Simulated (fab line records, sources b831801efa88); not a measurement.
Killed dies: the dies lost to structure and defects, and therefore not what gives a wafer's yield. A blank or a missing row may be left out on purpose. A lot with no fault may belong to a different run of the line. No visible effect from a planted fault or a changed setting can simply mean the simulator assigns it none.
Which tool did it? | flow sfqLine | at 1 step of a route of 325, 14 lots with 42 wafers sampled

WHAT THE GAUGES READ, wafer by wafer
No reading from a measuring or inspecting step in the record can be judged against a usual standard deviation.

EACH LOT AND THE TOOL THAT RAN IT (in order: tool; ch and the chambers of the sampled wafers; start)
lot  | SFQ_TRILAYER_I4_DEP_PECVD_099
L635 | pecvd-04 ch 1,2, day 40 01:20
L637 | pecvd-03 ch 0,1,2, day 41 07:26
L638 | pecvd-01 ch 1,2, day 41 11:01
L639 | pecvd-03 ch 1,2, day 41 13:25
L640 | pecvd-04 ch 0,1,2, day 43 06:43
L641 | pecvd-01 ch 0,2, day 45 11:38
L643 | pecvd-03 ch 0,1,2, day 46 07:53
L647 | pecvd-04 ch 0,1, day 47 10:17
L648 | pecvd-04 ch 0,1, day 47 16:17
L652 | pecvd-03 ch 0,2, day 49 07:50
L655 | pecvd-01 ch 0,1, day 50 07:58
L656 | pecvd-01 ch 0,1, day 50 15:17
L657 | pecvd-04 ch 1,2, day 50 17:43
L658 | pecvd-01 ch 0,1,2, day 50 23:44
- SFQ_TRILAYER_I4_DEP_PECVD_099: deposits SiO2 from SiH4/N2O, time 111.11 s, target thk 500 nm.

WHAT THE TOOLS THEMSELVES READ (means of the sampled wafers that have a number; where no wafer has one, the mark that the record gives instead)
SFQ_TRILAYER_I4_DEP_PECVD_099.
lot  | tool     | heaterPowerW (W) | rfFwdPowerW (W) | showerheadVppV (V) | throttleValvePct (%)
L635 | pecvd-04 | 79               | 182.4           | 817                | 25.8
L637 | pecvd-03 | 81               | 181.8           | 840                | 22.9
L638 | pecvd-01 | 72               | 182.0           | 789                | 23.7
L639 | pecvd-03 | 73               | 181.6           | 823                | 22.7
L640 | pecvd-04 | 74               | 182.4           | 827                | 25.2
L641 | pecvd-01 | 72               | 182.7           | 783                | 24.9
L643 | pecvd-03 | 81               | 182.3           | 832                | 23.1
L647 | pecvd-04 | 72               | 201.7           | 876                | 24.5
L648 | pecvd-04 | 78               | 191.8           | 860                | 24.1
L652 | pecvd-03 | 87               | 182.3           | 853                | 23.9
L655 | pecvd-01 | 91               | 181.7           | 793                | 24.1
L656 | pecvd-01 | 91               | 182.9           | 795                | 23.9
L657 | pecvd-04 | 85               | 182.6           | 829                | 25.0
L658 | pecvd-01 | 82               | 182.5           | 790                | 24.5

THE ANSWER, worked out from the rows above alone
Rule: what is usual is taken from the lots themselves. The widest of any qualifying gaps counts: lots, ordered by their means at a reading, are off when they make up no more than a third of the lots, leave a main group of 4 or more, and stand apart from it by 3 or more times the standard deviation of that group's means. If all means in a main group match to the digits the tables above print for the reading, that group is not used. A lot without any number at a reading at which 4 lots or more have one is off too. All remaining lots with rows at the step are treated as sound. Order of review: gauges by route order, followed by the tools' own readings, for which a lot's mean as printed above is used. The first step at which some lot is off is used, and at that step the reading that is off furthest; a lot without a number counts as furthest.
Off: L647, L648 (SFQ_TRILAYER_I4_DEP_PECVD_099, rfFwdPowerW). The main group: mean 182.3 W, standard deviation 0.39.
If a tool, at that step or one of the process steps before it, ran each lot that is off and ran no sound lot following the first of them, it fits. No candidate that was tried fits.

WHAT HAD BEEN PUT IN BY THE SIMULATOR
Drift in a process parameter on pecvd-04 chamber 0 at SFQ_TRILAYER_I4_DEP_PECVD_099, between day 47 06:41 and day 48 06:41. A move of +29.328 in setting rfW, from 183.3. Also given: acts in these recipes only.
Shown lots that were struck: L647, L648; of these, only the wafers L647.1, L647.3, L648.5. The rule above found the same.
